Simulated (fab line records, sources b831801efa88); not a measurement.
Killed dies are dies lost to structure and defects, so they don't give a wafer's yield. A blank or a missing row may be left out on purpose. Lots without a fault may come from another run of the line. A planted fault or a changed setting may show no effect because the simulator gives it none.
One fault seen from 2 desks | flow gf180mcu | each desk has only its own numbers; what lay behind them comes last

THE TOOL OWNER'S DESK: litho_track-04
The tool's own readings at GF_TOP_METAL_COAT_09 (resist thk 1500 nm): means of the sampled wafers that have a number, for each lot that ran on this tool. A lot is out of limits, marked OUT, if its mean lies more than 4 standard deviations from the usual mean; the brackets give that distance.
Columns: A = spin_speed_rpm at GF_TOP_METAL_COAT_09, usual 3000.1 rpm
lot  | first seen here | A
L293 | day 29 02:27    | 3000.9
L296 | day 30 03:27    | 3001.6
L298 | day 30 11:54    | 3263.9 (+99 or more) OUT
L301 | day 31 12:03    | 3262.2 (+99 or more) OUT
L303 | day 31 22:26    | 3261.3 (+99 or more) OUT
This desk's finding: out of limits on L298, L301, L303; first on L298, day 30 11:54 (spin_speed_rpm at GF_TOP_METAL_COAT_09). In limits: L293, L296.

THE METROLOGY DESK
What the gauges read, lot by lot, whatever tool the lot ran on: means of the sampled wafers that have a number. A lot is out of limits, marked OUT, if its mean lies more than 4 standard deviations from the usual mean; the brackets give that distance.
Columns: A = cd_nm at GF_TOP_METAL_CD_MEAS_14, usual 439.8 nm
lot  | first seen here | A
L291 | day 28 21:38    | 439.3
L293 | day 29 12:14    | 439.8
L296 | day 30 13:26    | 442.5
L298 | day 30 20:10    | 432.4 (-4.3) OUT
L301 | day 31 21:12    | 434.0
L302 | day 32 02:47    | 441.5
L303 | day 32 06:45    | 435.9
L306 | day 33 00:01    | 439.2
L309 | day 33 16:07    | 440.7
L312 | day 34 05:13    | 439.1
This desk's finding: out of limits on L298; first on L298, day 30 20:10 (cd_nm at GF_TOP_METAL_CD_MEAS_14). In limits: L291, L293, L296, L301, L302, L303, L306, L309, L312.

PUT TOGETHER
The tool owner's desk could have raised an alarm at day 30 11:54, on L298, L301, L303.
The metrology desk could have raised an alarm at day 30 20:10, on L298.
The metrology desk has L301, L303 on record, within its limits.
Of the lots named, all ran GF_TOP_METAL_COAT_09 on litho_track-04.

WHAT THE SIMULATOR HAD PUT IN
Process parameter drift: litho_track-04, from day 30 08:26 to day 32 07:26, at GF_TOP_METAL_COAT_09. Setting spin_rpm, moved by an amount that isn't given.
Lots struck among those shown: L298, L301, L303.
Hours from the fault's start to each desk's first reading out of limits: the tool owner's desk, 3; the metrology desk, 12.
